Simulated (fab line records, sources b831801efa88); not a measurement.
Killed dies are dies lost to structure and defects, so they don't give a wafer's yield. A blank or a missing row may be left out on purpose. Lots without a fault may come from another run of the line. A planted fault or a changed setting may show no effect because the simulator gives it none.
A struck lot beside a sound one | flow sky130 | 20 steps out of a route of 708
Sound: wafers L559.1, L559.3, L559.6. Struck: wafers L561.1, L561.5, L561.6. The cause comes at the end.
At each step with rows: each side's tool, then ch and its chambers, then its first start. Under that, the readings that differ: sound wafers | struck wafers | difference of the means | sigmas: that difference in standard deviations of wafers without a fault.
alike: readings whose means differ by less than 2 such deviations, and words and numbers that are the same on both sides. not compared: withheld readings, readings that some wafer has no value for, bounds like >300 that may hide the same value, and numbers for which the record gives no deviation and whose values overlap.
The two part at a step that has a row with sigmas, a row that says differs or no value, or rows on one side only. Numbers that don't overlap but have no deviation are shown without sigmas and don't part them. A reading that every wafer of one side lacks parts them only if that side has two wafers or more.

SKY_POLY_GATE_THK_MEAS_21:
  sound on film_metro-03, day 18 17:01; struck on film_metro-01, day 19 00:56
  alike: POLY_GATE_OXIDATION_THK
SKY_POLY_GATE_CD_MEAS_22:
  sound on cd_sem-01, day 18 17:05; struck on cd_sem-02, day 19 00:59
  alike: cd_nm
then, 7 steps without rows for these wafers: SKY_LDD_N_DEHYDRATE_00 (time 60 s); SKY_LDD_N_HMDS_01 (prime time 60 s); SKY_LDD_N_COAT_02 (resist thk 300 nm); SKY_LDD_N_SOFTBAKE_03 (time 60 s); SKY_LDD_N_EXPOSE_04 (exposes mask NTM, target cd 840 nm); SKY_LDD_N_PEB_05; SKY_LDD_N_DEVELOP_06 (develop time 60 s).
SKY_LDD_N_OVL_MEAS_07:
  sound on overlay-01, day 19 23:34; struck on overlay-01, day 20 08:01
  alike: LDD_N_OVL
then, 2 steps without rows for these wafers: SKY_LDD_N_IMPLANT_08; SKY_LDD_N_IMPLANT_09.
SKY_LDD_N_IMPLANT_10:
  sound on implanter-02 ch 0, day 19 23:54; struck on implanter-03, day 20 08:21
  no value came back on the struck wafers for beam_energy_keV, beam_on_s (s), end_station_pressure_torr (Torr); on the sound wafers beam_energy_keV reads 20.006 20.001 20.000
then, 5 steps without rows for these wafers: SKY_LDD_N_IMPLANT_11; SKY_LDD_N_IMPLANT_12; SKY_LDD_N_IMPLANT_13; SKY_LDD_N_IMPLANT_14; SKY_LDD_N_IMPLANT_15.
SKY_LDD_N_STRIP_16: strips in O2/N2.
  sound on plasma_asher-03 ch 0, day 20 00:48; struck on plasma_asher-04 ch 0,1, day 20 09:15
  reading                      | sound             | struck            | difference | sigmas
  drypump_motor_current_A (A)  | 6.7 6.7 6.7       | 5.0 5.3 5.0       | -1.6       | -3
  strip_time_to_endpoint_s (s) | 4.339 4.337 4.318 | 4.162 4.149 4.157 | -0.175     | -13
  alike: oes_product_au
  not compared: rf_hours_counter_h
SKY_LDD_N_TW_MEAS_17:
  sound on film_metro-01, day 20 00:54; struck on film_metro-01, day 20 09:21
  reading  | sound          | struck         | difference | sigmas
  LDD_N_TW | 2615 2625 2635 | 2472 2492 2490 | -140       | -5

WHERE THEY PART
First at SKY_LDD_N_IMPLANT_10; last, within this record, at SKY_LDD_N_TW_MEAS_17.

WHY: what the simulator had put in
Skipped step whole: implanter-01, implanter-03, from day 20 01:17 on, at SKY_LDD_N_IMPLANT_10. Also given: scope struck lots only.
